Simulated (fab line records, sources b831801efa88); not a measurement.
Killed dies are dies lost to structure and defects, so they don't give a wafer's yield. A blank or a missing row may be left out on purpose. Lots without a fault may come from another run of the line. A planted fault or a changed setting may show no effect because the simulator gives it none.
fab line records | flow gf180mcu
record lots=5 wafers=15 last_day=34
route steps=602 shown LVPWELL@64 MVSD@66 MVPSD@78 VT_IMPLANT@90
lots that met no fault: from a run of the same line without faults
start_h: hours from the record's first day to the start of the lot's first wafer shown | wait_h: hours since the lot's step before | " the same as in the row above | L1.1+2: a row that stands for several wafers | - no value, or no start given | * or withheld: withheld | < > ~ a bound
route shown NAME@n: a module of which the file shows steps, and the number in the route of the first | usual: mean/standard deviation of fault-free wafers | same: alike in all rows | chamber/n: place in a boat | sites: the reading at each site | _std_site: their standard deviation | _edge_site: outer sites' mean less inner sites' | radius_mm: how far each site lies from the wafer's centre | mask NAME#n: copy n | behind: the tool/chamber that last shaped the wafer | hold: why the lot was held/for how many hours/how that ended | device: the transistor (n, p or np) that didn't switch | end of line: the same wafers' tests at the end of the route | a step without rows: its recipe alone | killed: dies lost to structure and defects at the first sort, not the wafer's yield | map: a wafer's dies, x killed, . not, _ none there
set.NAME: the setting as run; set.NAME@STEP: as run at that earlier step | model.NAME: the simulator's own value behind a step, which no gauge read
lots at some steps of the route; a table a step, a row a wafer
services: from which hour (start_h, from the record's first day; less than 0 if before it) a tool's chamber was out of use, for how many hours, and why
## steps
# step GF_LVPWELL_STRIP_10
# recipe chemistry=O2/N2 power_w=1400 pressure_mtorr=1500 platen_temp_c=250 o2_flow_sccm=3000 n2_flow_sccm=300 overash_fraction=0.5
# usual drypump_motor_current_A=5.5/0.33 heater_power_w=316/42 oes_product_au=0.722/0.0045 platen_temp_c=250.00/0.18 strip_time_to_endpoint_s=36.98/0.12
# columns lot.wafer tool chamber start_h wait_h drypump_motor_current_A heater_power_w oes_product_au platen_temp_c rf_hours_counter_h strip_time_to_endpoint_s
L075.2 plasma_asher-03 1 74.79 0.1 5.4 339 0.722 250.02 41 36.83
L075.3 " 1 " " 5.4 335 0.724 249.86 - 37.03
L075.5 " 1 " " 5.4 340 0.722 250.01 - 36.89
L076.3 plasma_asher-03 1 80.92 0.1 5.3 332 0.721 250.05 - 37.18
L076.5 " 0 " " 5.3 349 0.723 250.28 - 37.20
L076.6 " 1 " " 5.4 343 0.735 250.01 - 37.19
L083.1 plasma_asher-02 0 123.74 0.1 5.6 291 0.721 250.12 49 36.98
L083.2 " 1 " " 5.0 247 0.723 250.03 49 36.96
L083.3 " 0 " " 5.7 286 0.719 250.32 - 36.94
L090.1 plasma_asher-02 0 165.99 0.1 5.7 281 0.727 250.03 53 37.04
L090.2 " 1 " " 4.9 255 0.722 249.94 53 37.07
L090.3 " 0 " " 5.6 282 0.720 249.91 - 37.07
L097.2 plasma_asher-02 1 201.44 0.1 4.9 248 0.724 250.06 57 36.90
L097.5 " 1 " " 4.9 248 0.721 250.18 - 36.90
L097.6 " 0 " " 5.6 281 0.726 250.03 - 36.92
# step GF_LVPWELL_TW_MEAS_11
# usual LVPWELL_TW=556/4.9
# columns lot.wafer tool chamber start_h wait_h LVPWELL_TW
L075.2 film_metro-03 - 74.90 0.1 554
L075.3 " - " " 553
L075.5 " - " " 554
L076.3 film_metro-04 - 81.01 0.1 552
L076.5 " - " " 552
L076.6 " - " " 552
L083.1 film_metro-01 - 123.84 0.1 564
L083.2 " - " " 562
L083.3 " - " " 563
L090.1 film_metro-01 - 166.09 0.1 562
L090.2 " - " " 562
L090.3 " - " " 563
L097.2 film_metro-03 - 201.55 0.1 555
L097.5 " - " " 552
L097.6 " - " " 553
# step GF_MVSD_DEHYDRATE_00
# recipe temp_c=200 time_s=60
# usual exhaust_pa=44.9/0.88
# columns lot.wafer tool chamber start_h wait_h exhaust_pa
L075.2 litho_track-02 0 80.82 5.9 44.9
L075.3 " 0 " " 45.3
L075.5 " 0 " " 43.8
L076.3 litho_track-04 0 86.65 5.6 44.0
L076.5 " 0 " " 45.3
L076.6 " 0 " " 44.7
L083.1 litho_track-02 0 130.59 6.7 44.3
L083.2 " 0 " " 44.3
L083.3 " 0 " " 45.3
L090.1 litho_track-03 0 173.51 7.4 43.3
L090.2 " 0 " " 43.9
L090.3 " 0 " " 45.1
L097.2 litho_track-04 0 209.38 7.8 45.4
L097.5 " 0 " " 43.3
L097.6 " 0 " " 43.7
# step GF_MVSD_HMDS_01
# recipe prime_time_s=60 prime_temp_c=120
# usual exhaust_pa=45.1/0.8
# columns lot.wafer tool chamber start_h wait_h exhaust_pa
L075.2 litho_track-02 0 80.97 0.1 46.0
L075.3 " 0 " " 44.9
L075.5 " 0 " " 44.2
L076.3 litho_track-04 0 86.80 0.1 45.9
L076.5 " 0 " " 44.8
L076.6 " 0 " " 44.9
L083.1 litho_track-02 0 130.74 0.1 44.7
L083.2 " 0 " " 45.0
L083.3 " 0 " " 44.2
L090.1 litho_track-03 0 173.66 0.1 45.5
L090.2 " 0 " " 45.3
L090.3 " 0 " " 45.2
L097.2 litho_track-04 0 209.53 0.1 46.3
L097.5 " 0 " " 45.8
L097.6 " 0 " " 44.3
# step GF_MVSD_COAT_02
# recipe spin_rpm=2000 resist_thk_nm=3000
# usual exhaust_pa=44.9/0.97
# columns lot.wafer tool chamber start_h wait_h exhaust_pa
L075.2 litho_track-02 0 81.12 0.1 46.0
L075.3 " 0 " " 45.8
L075.5 " 0 " " 45.7
L076.3 litho_track-04 0 86.95 0.1 46.0
L076.5 " 0 " " 47.0
L076.6 " 0 " " 46.0
L083.1 litho_track-02 0 130.89 0.1 43.6
L083.2 " 0 " " 44.5
L083.3 " 0 " " 44.6
L090.1 litho_track-03 0 173.81 0.1 46.3
L090.2 " 0 " " 45.8
L090.3 " 0 " " 45.5
L097.2 litho_track-04 0 209.68 0.1 43.4
L097.5 " 0 " " 43.2
L097.6 " 0 " " 44.0
# step GF_MVSD_SOFTBAKE_03
# recipe temp_c=110 time_s=withheld
# usual exhaust_pa=44.9/0.75
# columns lot.wafer tool chamber start_h wait_h exhaust_pa
L075.2 litho_track-02 0 81.28 0.1 44.5
L075.3 " 0 " " 44.2
L075.5 " 0 " " 45.7
L076.3 litho_track-04 0 87.12 0.1 44.3
L076.5 " 0 " " 43.6
L076.6 " 0 " " 44.0
L083.1 litho_track-02 0 131.04 0.1 45.6
L083.2 " 0 " " 45.4
L083.3 " 0 " " 44.4
L090.1 litho_track-03 0 173.96 0.1 44.7
L090.2 " 0 " " 45.0
L090.3 " 0 " " 44.0
L097.2 litho_track-04 0 209.84 0.1 45.5
L097.5 " 0 " " 46.0
L097.6 " 0 " " 46.0
# step GF_MVSD_EXPOSE_04
# recipe mask_id=MVSD target_cd_nm=1000 na=0.6 source_shape=conventional sigma_outer=0.6 dose_mj=260
# same sigma_outer=0.6
# columns lot.wafer tool chamber start_h wait_h mask
L075.2+3+5 iline_stepper-02 0 - - MVSD#0
L076.3+5+6 iline_stepper-02 0 - - MVSD#0
L083.1+2+3 iline_stepper-02 0 - - MVSD#0
L090.1+2+3 iline_stepper-02 0 - - MVSD#0
L097.2+5+6 iline_stepper-01 0 - - MVSD#0
# step GF_MVSD_PEB_05
# recipe temp_c=115 time_s=withheld
# usual exhaust_pa=45.1/0.86
# columns lot.wafer tool chamber start_h wait_h exhaust_pa
L075.2 litho_track-04 0 - - 45.8
L075.3 " 0 " " 47.1
L075.5 " 0 " " 45.2
L076.3 litho_track-03 0 - - 44.5
L076.5 " 0 " " 46.5
L076.6 " 0 " " 46.2
L083.1 litho_track-04 0 - - 44.8
L083.2 " 0 " " 46.5
L083.3 " 0 " " 46.1
L090.1 litho_track-04 0 - - 44.5
L090.2 " 0 " " 46.0
L090.3 " 0 " " 45.5
L097.2 litho_track-02 0 - - 45.0
L097.5 " 0 " " 45.1
L097.6 " 0 " " 45.2
# step GF_MVSD_DEVELOP_06
# recipe wall_angle_deg=90 develop_time_s=60 dev_temp_c=23
# usual exhaust_pa=45.1/0.81
# columns lot.wafer tool chamber start_h wait_h exhaust_pa
L075.2 litho_track-04 0 - - 44.4
L075.3 " 0 " " 45.6
L075.5 " 0 " " 43.9
L076.3 litho_track-03 0 - - 45.9
L076.5 " 0 " " 45.5
L076.6 " 0 " " 45.0
L083.1 litho_track-04 0 - - 45.4
L083.2 " 0 " " 44.3
L083.3 " 0 " " 45.2
L090.1 litho_track-04 0 - - 43.9
L090.2 " 0 " " 45.2
L090.3 " 0 " " 44.9
L097.2 litho_track-02 0 - - 43.5
L097.5 " 0 " " 46.4
L097.6 " 0 " " 45.7
# step GF_MVSD_OVL_MEAS_07
# usual MVSD_OVL=0.7/1.7
# columns lot.wafer tool chamber start_h wait_h MVSD_OVL[nm]
L075.2 overlay-01 - 87.96 - -0.3
L075.3 " - " " 0.9
L075.5 " - " " -0.1
L076.3 overlay-01 - 93.33 - -1.1
L076.5 " - " " -3.0
L076.6 " - " " -1.4
L083.1 overlay-01 - 138.45 - 2.4
L083.2 " - " " 1.8
L083.3 " - " " 1.0
L090.1 overlay-01 - 182.25 - 2.8
L090.2 " - " " 2.2
L090.3 " - " " 0.0
L097.2 overlay-02 - 218.80 - 1.5
L097.5 " - " " 0.8
L097.6 " - " " 1.8
# step GF_MVSD_IMPLANT_08
# recipe species=P energy_kev=400 dose_cm2=1.6e+13 tilt_deg=0
# usual beam_energy_keV=399.99/0.11
# columns lot.wafer tool chamber start_h wait_h beam_energy_keV
L075.2 implanter-04 0 88.02 0.0 400.03
L075.3 " 0 " " 399.95
L075.5 " 0 " " 400.04
L076.3 implanter-04 0 93.40 0.1 400.01
L076.5 " 0 " " 400.05
L076.6 " 0 " " 400.12
L083.1 implanter-04 0 138.49 0.0 400.01
L083.2 " 0 " " 399.93
L083.3 " 0 " " 399.80
L090.1 implanter-04 0 182.29 0.0 400.16
L090.2 " 0 " " 399.97
L090.3 " 0 " " 400.18
L097.2 implanter-04 0 218.85 0.0 399.90
L097.5 " 0 " " 399.86
L097.6 " 0 " " 399.86
# step GF_MVSD_IMPLANT_09
# recipe species=P energy_kev=100 dose_cm2=5e+12 tilt_deg=0
# usual beam_energy_keV=99.994/0.03
# columns lot.wafer tool chamber start_h wait_h beam_energy_keV
L075.2 implanter-04 0 88.17 0.1 99.984
L075.3 " 0 " " 99.988
L075.5 " 0 " " 99.962
L076.3 implanter-04 0 93.55 0.1 99.969
L076.5 " 0 " " 100.02
L076.6 " 0 " " 100.03
L083.1 implanter-04 0 138.64 0.1 99.937
L083.2 " 0 " " 99.962
L083.3 " 0 " " 99.994
L090.1 implanter-04 0 182.44 0.1 99.993
L090.2 " 0 " " 99.956
L090.3 " 0 " " 100.05
L097.2 implanter-04 0 219.00 0.1 100.05
L097.5 " 0 " " 100.02
L097.6 " 0 " " 100.05
# step GF_MVSD_STRIP_10
# recipe chemistry=O2/N2 power_w=1400 pressure_mtorr=1500 platen_temp_c=250 o2_flow_sccm=3000 n2_flow_sccm=300 overash_fraction=0.5
# usual drypump_motor_current_A=5.66/0.29 heater_power_w=335/33 oes_product_au=0.723/0.0042 platen_temp_c=250.02/0.19 strip_time_to_endpoint_s=36.96/0.097
# columns lot.wafer tool chamber start_h wait_h drypump_motor_current_A heater_power_w oes_product_au platen_temp_c rf_hours_counter_h strip_time_to_endpoint_s
L075.2 plasma_asher-01 1 88.29 0.1 5.36 366 0.732 249.91 28 37.00
L075.3 " 0 " " 6.05 292 0.725 249.30 - 37.03
L075.5 " 0 " " 6.03 295 0.724 249.82 - 36.89
L076.3 plasma_asher-01 1 93.68 0.1 5.35 378 0.730 250.26 - 36.95
L076.5 " 0 " " 6.03 290 0.720 250.46 - 37.02
L076.6 " 1 " " 5.33 372 0.730 249.95 - 36.90
L083.1 plasma_asher-03 1 138.79 0.1 5.37 337 0.722 250.03 48 37.08
L083.2 " 0 " " 5.36 348 0.725 249.85 48 37.14
L083.3 " 1 " " 5.35 340 0.719 249.87 - 37.04
L090.1 plasma_asher-04 1 182.59 0.1 5.87 378 0.730 249.86 5 36.79
L090.2 " 0 " " 5.87 304 0.729 250.12 5 36.92
L090.3 " 0 " " 5.85 295 0.723 249.88 - 36.89
L097.2 plasma_asher-03 1 219.13 0.1 5.34 345 0.725 250.33 56 36.93
L097.5 " 0 " " 5.36 338 0.726 250.31 - 36.82
L097.6 " 1 " " 5.34 330 0.724 249.89 - 36.93
# step GF_MVSD_TW_MEAS_11
# usual MVSD_TW=1573/15
# columns lot.wafer tool chamber start_h wait_h MVSD_TW
L075.2 film_metro-03 - 88.40 0.1 1573
L075.3 " - " " 1571
L075.5 " - " " 1565
L076.3 film_metro-04 - 93.77 0.1 1554
L076.5 " - " " 1551
L076.6 " - " " 1557
L083.1 film_metro-04 - 138.89 0.1 1567
L083.2 " - " " 1571
L083.3 " - " " 1574
L090.1 film_metro-01 - 182.69 0.1 1583
L090.2 " - " " 1582
L090.3 " - " " 1596
L097.2 film_metro-01 - 219.24 0.1 1584
L097.5 " - " " 1579
L097.6 " - " " 1591
# step GF_MVPSD_DEHYDRATE_00
# recipe temp_c=200 time_s=60
# usual exhaust_pa=44.9/0.99
# columns lot.wafer tool chamber start_h wait_h exhaust_pa
L075.2 litho_track-04 0 94.88 6.5 44.0
L075.3 " 0 " " 43.8
L075.5 " 0 " " 43.6
L076.3 litho_track-04 0 100.20 6.4 44.6
L076.5 " 0 " " 44.6
L076.6 " 0 " " 43.9
L083.1 litho_track-01 0 146.25 7.4 44.2
L083.2 " 0 " " 45.6
L083.3 " 0 " " 45.2
L090.1 litho_track-02 0 190.34 7.6 45.6
L090.2 " 0 " " 46.2
L090.3 " 0 " " 45.3
L097.2 litho_track-02 0 227.72 8.5 46.2
L097.5 " 0 " " 44.7
L097.6 " 0 " " 44.6
# step GF_MVPSD_HMDS_01
# recipe prime_time_s=60 prime_temp_c=120
# usual exhaust_pa=44.9/0.75
# columns lot.wafer tool chamber start_h wait_h exhaust_pa
L075.2 litho_track-04 0 95.03 0.1 44.7
L075.3 " 0 " " 44.9
L075.5 " 0 " " 43.9
L076.3 litho_track-04 0 100.35 0.1 44.3
L076.5 " 0 " " 45.0
L076.6 " 0 " " 45.2
L083.1 litho_track-01 0 146.40 0.1 46.2
L083.2 " 0 " " 44.5
L083.3 " 0 " " 44.9
L090.1 litho_track-02 0 190.49 0.1 44.0
L090.2 " 0 " " 45.0
L090.3 " 0 " " 45.0
L097.2 litho_track-02 0 227.87 0.1 44.6
L097.5 " 0 " " 45.4
L097.6 " 0 " " 44.2
# step GF_MVPSD_COAT_02
# recipe spin_rpm=2021 resist_thk_nm=3000
# usual exhaust_pa=45.0/0.87
# columns lot.wafer tool chamber start_h wait_h exhaust_pa
L075.2 litho_track-04 0 95.18 0.1 44.6
L075.3 " 0 " " 45.4
L075.5 " 0 " " 44.7
L076.3 litho_track-04 0 100.50 0.1 45.7
L076.5 " 0 " " 44.9
L076.6 " 0 " " 44.4
L083.1 litho_track-01 0 146.55 0.1 46.9
L083.2 " 0 " " 46.1
L083.3 " 0 " " 46.5
L090.1 litho_track-02 0 190.64 0.1 44.8
L090.2 " 0 " " 44.4
L090.3 " 0 " " 44.5
L097.2 litho_track-02 0 228.02 0.1 44.1
L097.5 " 0 " " 45.4
L097.6 " 0 " " 45.0
# step GF_MVPSD_SOFTBAKE_03
# recipe temp_c=110 time_s=withheld
# usual exhaust_pa=44.9/0.91
# columns lot.wafer tool chamber start_h wait_h exhaust_pa
L075.2 litho_track-04 0 95.34 0.1 44.8
L075.3 " 0 " " 44.1
L075.5 " 0 " " 44.9
L076.3 litho_track-04 0 100.67 0.1 45.5
L076.5 " 0 " " 45.3
L076.6 " 0 " " 44.7
L083.1 litho_track-01 0 146.70 0.1 43.7
L083.2 " 0 " " 44.6
L083.3 " 0 " " 44.3
L090.1 litho_track-02 0 190.79 0.1 43.8
L090.2 " 0 " " 46.4
L090.3 " 0 " " 45.4
L097.2 litho_track-02 0 228.18 0.1 45.4
L097.5 " 0 " " 46.2
L097.6 " 0 " " 46.3
# step GF_MVPSD_EXPOSE_04
# recipe mask_id=MVPSD target_cd_nm=1000 na=0.6 source_shape=conventional sigma_outer=0.6 dose_mj=260
# same sigma_outer=0.6
# columns lot.wafer tool chamber start_h wait_h mask
L075.2+3+5 iline_stepper-01 0 - - MVPSD#0
L076.3+5+6 iline_stepper-01 0 - - MVPSD#0
L083.1+2+3 iline_stepper-01 0 - - MVPSD#0
L090.1+2+3 iline_stepper-01 0 - - MVPSD#0
L097.2+5+6 iline_stepper-01 0 - - MVPSD#0
# step GF_MVPSD_PEB_05
# recipe temp_c=115 time_s=withheld
# usual exhaust_pa=45.0/1
# columns lot.wafer tool chamber start_h wait_h exhaust_pa
L075.2 litho_track-04 0 - - 44.9
L075.3 " 0 " " 44.2
L075.5 " 0 " " 43.8
L076.3 litho_track-02 0 - - 43.5
L076.5 " 0 " " 43.4
L076.6 " 0 " " 44.0
L083.1 litho_track-01 0 - - 47.0
L083.2 " 0 " " 46.2
L083.3 " 0 " " 45.3
L090.1 litho_track-01 0 - - 45.3
L090.2 " 0 " " 46.3
L090.3 " 0 " " 45.5
L097.2 litho_track-04 0 - - 45.4
L097.5 " 0 " " 46.0
L097.6 " 0 " " 45.7
# step GF_MVPSD_DEVELOP_06
# recipe wall_angle_deg=90 develop_time_s=60 dev_temp_c=23
# usual exhaust_pa=45.2/0.81
# columns lot.wafer tool chamber start_h wait_h exhaust_pa
L075.2 litho_track-04 0 - - 45.2
L075.3 " 0 " " 44.9
L075.5 " 0 " " 45.0
L076.3 litho_track-02 0 - - 45.0
L076.5 " 0 " " 44.7
L076.6 " 0 " " 44.8
L083.1 litho_track-01 0 - - 45.1
L083.2 " 0 " " 45.5
L083.3 " 0 " " 45.2
L090.1 litho_track-01 0 - - 45.4
L090.2 " 0 " " 45.0
L090.3 " 0 " " 45.8
L097.2 litho_track-04 0 - - 44.5
L097.5 " 0 " " 45.6
L097.6 " 0 " " 44.4
# step GF_MVPSD_OVL_MEAS_07
# usual MVPSD_OVL=-0.6/1.4
# columns lot.wafer tool chamber start_h wait_h MVPSD_OVL[nm]
L075.2 overlay-02 - 102.16 - -1.2
L075.3 " - " " -2.3
L075.5 " - " " -1.2
L076.3 overlay-02 - 107.71 - 1.0
L076.5 " - " " 1.0
L076.6 " - " " 0.1
L083.1 overlay-01 - 154.40 - 0.3
L083.2 " - " " -0.3
L083.3 " - " " 0.3
L090.1 overlay-02 - 199.25 - -3.6
L090.2 " - " " -1.2
L090.3 " - " " -2.8
L097.2 overlay-02 - 237.56 - -1.1
L097.5 " - " " -2.5
L097.6 " - " " -1.8
# step GF_MVPSD_IMPLANT_08
# recipe species=B energy_kev=170 dose_cm2=1.477e+13 tilt_deg=0
# usual beam_energy_keV=169.99/0.049
# columns lot.wafer tool chamber start_h wait_h beam_energy_keV
L075.2 implanter-02 0 102.22 0.0 169.97
L075.3 " 0 " " 169.92
L075.5 " 0 " " 170.00
L076.3 implanter-02 0 107.78 0.1 169.99
L076.5 " 0 " " 170.00
L076.6 " 0 " " 170.00
L083.1 implanter-02 0 154.44 0.0 169.91
L083.2 " 0 " " 170.05
L083.3 " 0 " " 170.00
L090.1 implanter-04 0 199.29 0.0 170.09
L090.2 " 0 " " 170.06
L090.3 " 0 " " 170.10
L097.2 implanter-02 0 237.61 0.0 170.06
L097.5 " 0 " " 170.03
L097.6 " 0 " " 170.05
# step GF_MVPSD_IMPLANT_09
# recipe species=B energy_kev=40 dose_cm2=5e+12 tilt_deg=0
# usual beam_energy_keV=40.000/0.011
# columns lot.wafer tool chamber start_h wait_h beam_energy_keV
L075.2 implanter-02 0 102.37 0.1 40.024
L075.3 " 0 " " 40.000
L075.5 " 0 " " 40.010
L076.3 implanter-02 0 107.93 0.1 40.006
L076.5 " 0 " " 39.989
L076.6 " 0 " " 40.000
L083.1 implanter-02 0 154.59 0.1 39.998
L083.2 " 0 " " 40.004
L083.3 " 0 " " 39.989
L090.1 implanter-04 0 199.44 0.1 40.002
L090.2 " 0 " " 39.994
L090.3 " 0 " " 40.009
L097.2 implanter-02 0 237.76 0.1 39.986
L097.5 " 0 " " 40.005
L097.6 " 0 " " 39.993
# step GF_MVPSD_STRIP_10
# recipe chemistry=O2/N2 power_w=1400 pressure_mtorr=1500 platen_temp_c=250 o2_flow_sccm=3000 n2_flow_sccm=300 overash_fraction=0.5
# usual drypump_motor_current_A=5.5/0.32 heater_power_w=316/39 oes_product_au=0.723/0.0043 platen_temp_c=250.00/0.19 strip_time_to_endpoint_s=36.75/0.09
# columns lot.wafer tool chamber start_h wait_h drypump_motor_current_A heater_power_w oes_product_au platen_temp_c rf_hours_counter_h strip_time_to_endpoint_s
L075.2 plasma_asher-03 0 102.49 0.1 5.4 352 0.721 250.32 44 36.69
L075.3 " 0 " " 5.4 344 0.714 250.18 - 36.72
L075.5 " 0 " " 5.4 343 0.718 249.99 - 36.81
L076.3 plasma_asher-03 0 108.06 0.1 5.3 343 0.717 250.11 - 36.68
L076.5 " 1 " " 5.4 335 0.728 250.19 - 36.63
L076.6 " 0 " " 5.4 343 0.721 249.81 - 36.64
L083.1 plasma_asher-03 0 154.74 0.1 5.3 345 0.719 249.83 50 36.78
L083.2 " 1 " " 5.4 336 0.719 250.15 50 36.77
L083.3 " 0 " " 5.3 341 0.725 249.59 - 36.74
L090.1 plasma_asher-02 0 199.59 0.1 5.6 276 0.728 249.86 57 36.62
L090.2 " 1 " " 5.0 247 0.718 249.93 57 36.80
L090.3 " 1 " " 4.9 251 0.720 250.08 - 36.64
L097.2 plasma_asher-03 1 237.89 0.1 5.3 328 0.724 249.95 58 36.80
L097.5 " 1 " " 5.4 338 0.724 250.12 - 36.82
L097.6 " 0 " " 5.3 350 0.726 250.05 - 36.82
# step GF_MVPSD_TW_MEAS_11
# usual MVPSD_TW=548/5.2
# columns lot.wafer tool chamber start_h wait_h MVPSD_TW
L075.2 film_metro-04 - 102.60 0.1 542
L075.3 " - " " 541
L075.5 " - " " 543
L076.3 film_metro-04 - 108.15 0.1 541
L076.5 " - " " 541
L076.6 " - " " 544
L083.1 film_metro-01 - 154.84 0.1 554
L083.2 " - " " 553
L083.3 " - " " 556
L090.1 film_metro-04 - 199.69 0.1 544
L090.2 " - " " 546
L090.3 " - " " 540
L097.2 film_metro-04 - 238.00 0.1 538
L097.5 " - " " 539
L097.6 " - " " 541
# step GF_VT_IMPLANT_DEHYDRATE_00
# recipe temp_c=200 time_s=60
# usual exhaust_pa=45.0/0.89
# columns lot.wafer tool chamber start_h wait_h exhaust_pa
L075.2 litho_track-03 0 109.04 6.4 43.5
L075.3 " 0 " " 44.4
L075.5 " 0 " " 45.8
L076.3 litho_track-01 0 114.76 6.6 43.9
L076.5 " 0 " " 45.4
L076.6 " 0 " " 44.7
L083.1 litho_track-01 0 161.95 7.1 45.7
L083.2 " 0 " " 44.8
L083.3 " 0 " " 46.0
L090.1 litho_track-02 0 208.09 8.4 44.3
L090.2 " 0 " " 45.1
L090.3 " 0 " " 45.4
L097.2 litho_track-03 0 245.99 8.0 44.1
L097.5 " 0 " " 44.4
L097.6 " 0 " " 44.0
# step GF_VT_IMPLANT_HMDS_01
# recipe prime_time_s=60 prime_temp_c=120
# usual exhaust_pa=45.2/1
# columns lot.wafer tool chamber start_h wait_h exhaust_pa
L075.2 litho_track-03 0 109.19 0.1 46.2
L075.3 " 0 " " 46.8
L075.5 " 0 " " 45.8
L076.3 litho_track-01 0 114.91 0.1 45.9
L076.5 " 0 " " 46.2
L076.6 " 0 " " 45.4
L083.1 litho_track-01 0 162.10 0.1 46.8
L083.2 " 0 " " 47.5
L083.3 " 0 " " 47.7
L090.1 litho_track-02 0 208.24 0.1 44.0
L090.2 " 0 " " 45.0
L090.3 " 0 " " 44.4
L097.2 litho_track-03 0 246.14 0.1 45.4
L097.5 " 0 " " 43.6
L097.6 " 0 " " 45.2
# step GF_VT_IMPLANT_COAT_02
# recipe resist=NOVOLAK spin_rpm=3000 resist_thk_nm=1000
# usual exhaust_pa=45.0/0.89
# columns lot.wafer tool chamber start_h wait_h exhaust_pa
L075.2 litho_track-03 0 109.34 0.1 44.7
L075.3 " 0 " " 45.2
L075.5 " 0 " " 43.8
L076.3 litho_track-01 0 115.06 0.1 45.8
L076.5 " 0 " " 45.5
L076.6 " 0 " " 46.3
L083.1 litho_track-01 0 162.25 0.1 44.7
L083.2 " 0 " " 44.7
L083.3 " 0 " " 44.9
L090.1 litho_track-02 0 208.39 0.1 46.0
L090.2 " 0 " " 45.2
L090.3 " 0 " " 45.3
L097.2 litho_track-03 0 246.29 0.1 47.0
L097.5 " 0 " " 47.1
L097.6 " 0 " " 44.9
# step GF_VT_IMPLANT_SOFTBAKE_03
# recipe temp_c=90 time_s=60 resist=NOVOLAK
# usual exhaust_pa=45.1/1
# columns lot.wafer tool chamber start_h wait_h exhaust_pa
L075.2 litho_track-03 0 109.49 0.1 43.9
L075.3 " 0 " " 44.4
L075.5 " 0 " " 44.5
L076.3 litho_track-01 0 115.21 0.1 44.5
L076.5 " 0 " " 44.9
L076.6 " 0 " " 45.4
L083.1 litho_track-01 0 162.40 0.1 43.8
L083.2 " 0 " " 44.7
L083.3 " 0 " " 43.2
L090.1 litho_track-02 0 208.54 0.1 45.4
L090.2 " 0 " " 45.9
L090.3 " 0 " " 45.5
L097.2 litho_track-03 0 246.44 0.1 46.7
L097.5 " 0 " " 45.6
L097.6 " 0 " " 45.0
# step GF_VT_IMPLANT_EXPOSE_04
# recipe mask_id=LVPWELL_LV_AREA target_cd_nm=600 na=0.6 source_shape=conventional sigma_outer=0.6 dose_mj=140
# same sigma_outer=0.6
# columns lot.wafer tool chamber start_h wait_h mask
L075.2+3+5 iline_stepper-01 0 - - LVPWELL_LV_AREA#0
L076.3+5+6 iline_stepper-01 0 - - LVPWELL_LV_AREA#0
L083.1+2+3 iline_stepper-01 0 - - LVPWELL_LV_AREA#0
L090.1+2+3 iline_stepper-01 0 - - LVPWELL_LV_AREA#0
L097.2+5+6 iline_stepper-01 0 - - LVPWELL_LV_AREA#0
# step GF_VT_IMPLANT_PEB_05
# recipe temp_c=withheld time_s=* resist=NOVOLAK
# usual exhaust_pa=45.0/0.91
# columns lot.wafer tool chamber start_h wait_h exhaust_pa
L075.2 litho_track-03 0 - - 44.5
L075.3 " 0 " " 44.7
L075.5 " 0 " " 43.8
L076.3 litho_track-01 0 - - 45.5
L076.5 " 0 " " 47.0
L076.6 " 0 " " 44.6
L083.1 litho_track-01 0 - - 45.3
L083.2 " 0 " " 45.0
L083.3 " 0 " " 45.4
L090.1 litho_track-02 0 - - 44.5
L090.2 " 0 " " 43.9
L090.3 " 0 " " 43.4
L097.2 litho_track-01 0 - - 45.5
L097.5 " 0 " " 44.9
L097.6 " 0 " " 45.5
# step GF_VT_IMPLANT_DEVELOP_06
# recipe develop_time_s=60 dev_temp_c=23
# usual exhaust_pa=44.8/0.85
# columns lot.wafer tool chamber start_h wait_h exhaust_pa
L075.2 litho_track-03 0 116.29 0.1 44.0
L075.3 " 0 " " 45.4
L075.5 " 0 " " 44.0
L076.3 litho_track-01 0 121.71 0.1 44.0
L076.5 " 0 " " 44.0
L076.6 " 0 " " 44.3
L083.1 litho_track-01 0 169.75 0.1 46.1
L083.2 " 0 " " 45.3
L083.3 " 0 " " 45.6
L090.1 litho_track-02 0 217.09 0.1 44.9
L090.2 " 0 " " 43.2
L090.3 " 0 " " 43.4
L097.2 litho_track-01 0 256.08 0.1 44.0
L097.5 " 0 " " 44.4
L097.6 " 0 " " 43.0
# step GF_VT_IMPLANT_OVL_MEAS_07
# usual VT_IMPLANT_OVL=-1.4/1.5
# columns lot.wafer tool chamber start_h wait_h VT_IMPLANT_OVL[nm]
L075.2 overlay-02 - 118.11 1.8 -0.8
L075.3 " - " " -2.6
L075.5 " - " " -1.9
L076.3 overlay-01 - 121.82 0.1 1.4
L076.5 " - " " -1.0
L076.6 " - " " -0.1
L083.1 overlay-01 - 169.90 0.1 -3.4
L083.2 " - " " -4.0
L083.3 " - " " -3.1
L090.1 overlay-01 - 217.24 0.1 -1.1
L090.2 " - " " -0.5
L090.3 " - " " -1.0
L097.2 overlay-01 - 256.21 0.1 -3.0
L097.5 " - " " -3.4
L097.6 " - " " -2.3
# step GF_VT_IMPLANT_IMPLANT_08
# recipe species=BF2 energy_kev=20 dose_cm2=8.29e+12 tilt_deg=7
# usual beam_energy_keV=20.001/0.0059
# columns lot.wafer tool chamber start_h wait_h beam_energy_keV
L075.2 implanter-01 0 118.17 0.0 20.013
L075.3 " 0 " " 20.006
L075.5 " 0 " " 20.013
L076.3 implanter-01 0 121.89 0.1 20.003
L076.5 " 0 " " 20.001
L076.6 " 0 " " 19.998
L083.1 implanter-03 0 169.94 0.0 20.004
L083.2 " 0 " " 20.012
L083.3 " 0 " " 20.003
L090.1 implanter-01 0 217.36 0.1 19.999
L090.2 " 0 " " 19.996
L090.3 " 0 " " 20.011
L097.2 implanter-01 0 256.26 0.0 19.996
L097.5 " 0 " " 19.997
L097.6 " 0 " " 19.994
## services
# columns tool chamber start_h hours kind
iline_stepper-01 0 57.78 - calibration
plasma_asher-01 - 63.49 0.5 repair
litho_track-03 - 67.57 - consumable_replace:filter
implanter-02 - 88.89 2.7 repair
iline_stepper-02 - 106.22 1.7 pm
plasma_asher-04 - 108.82 9.0 pm
plasma_asher-04 0 108.82 9.0 vent_cycle
iline_stepper-01 - 122.43 1.7 pm
plasma_asher-03 - 130.81 1.2 repair
implanter-03 - 133.55 0.8 repair
implanter-01 - 135.37 4.3 pm
plasma_asher-04 - 137.06 3.3 repair
plasma_asher-04 - 141.22 14.1 repair
iline_stepper-02 - 143.04 4.4 pm
implanter-04 - 166.87 5.0 pm
iline_stepper-01 - 179.55 2.1 pm
iline_stepper-01 - 181.63 - consumable_replace:lamp
implanter-02 - 211.90 7.5 pm
implanter-03 - 212.69 5.8 repair
plasma_asher-01 - 220.52 2.8 pm
implanter-01 - 227.70 3.9 repair
plasma_asher-04 - 236.69 1.8 repair
implanter-01 - 251.14 3.7 repair
iline_stepper-02 0 253.31 - calibration
## key
fault none
